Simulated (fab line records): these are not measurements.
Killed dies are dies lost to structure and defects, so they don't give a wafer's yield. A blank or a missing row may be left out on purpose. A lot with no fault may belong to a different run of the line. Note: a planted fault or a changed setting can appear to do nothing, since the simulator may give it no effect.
The tool behind it: which one? / flow sky130 / 36 wafers sampled from 12 lots at 1 step of a route of 708

## WHAT THE GAUGES READ, wafer by wafer
SKY_FIELD_ISO_THK_MEAS_25.
lot=L075; measured=day 2 11:41; on=film-metro-02; FIELD_ISO_CVD_24_THK (nm)=588 585 598
lot=L077; measured=day 3 00:36; on=film-metro-02; FIELD_ISO_CVD_24_THK (nm)=598 589 600
lot=L079; measured=day 3 11:14; on=film-metro-02; FIELD_ISO_CVD_24_THK (nm)=587 592 584
lot=L082; measured=day 4 01:53; on=film-metro-03; FIELD_ISO_CVD_24_THK (nm)=599 592 601
lot=L083; measured=day 4 07:40; on=film-metro-03; FIELD_ISO_CVD_24_THK (nm)=590 602 588
lot=L085; measured=day 4 15:49; on=film-metro-04; FIELD_ISO_CVD_24_THK (nm)=603 598 593
lot=L087; measured=day 5 09:53; on=film-metro-02; FIELD_ISO_CVD_24_THK (nm)=604 594 596
lot=L089; measured=day 5 18:06; on=film-metro-04; FIELD_ISO_CVD_24_THK (nm)=601 595 591
lot=L091; measured=day 5 23:26; on=film-metro-02; FIELD_ISO_CVD_24_THK (nm)=603 606 592
lot=L093; measured=day 6 09:45; on=film-metro-03; FIELD_ISO_CVD_24_THK (nm)=591 595 591
lot=L095; measured=day 6 20:15; on=film-metro-03; FIELD_ISO_CVD_24_THK (nm)=595 602 594
lot=L097; measured=day 7 07:16; on=film-metro-04; FIELD_ISO_CVD_24_THK (nm)=583 595 591

## EACH LOT AND THE TOOL THAT RAN IT (in order: tool; ch and the chambers of the sampled wafers; start)
Before these readings, the record contains no process step.

## THE ANSWER, worked out from the rows above alone
Rule: usual is defined by the lots themselves. The widest of any qualifying gaps counts: lots, ordered by their means at a reading, are off when they make up no more than a third of the lots, leave a main group of 4 or more, and stand apart from it by 3 or more times the standard deviation of that group's means. A main group is skipped when, at the precision printed for the reading in the tables above, its means are all equal. A lot without any number at a reading at which 4 lots or more have one is off too. Any other lot the step has rows for is counted as sound.
No lot is off on any of the readings shown, so nothing can be concluded from this.

## WHAT WAS PUT IN BY THE SIMULATOR
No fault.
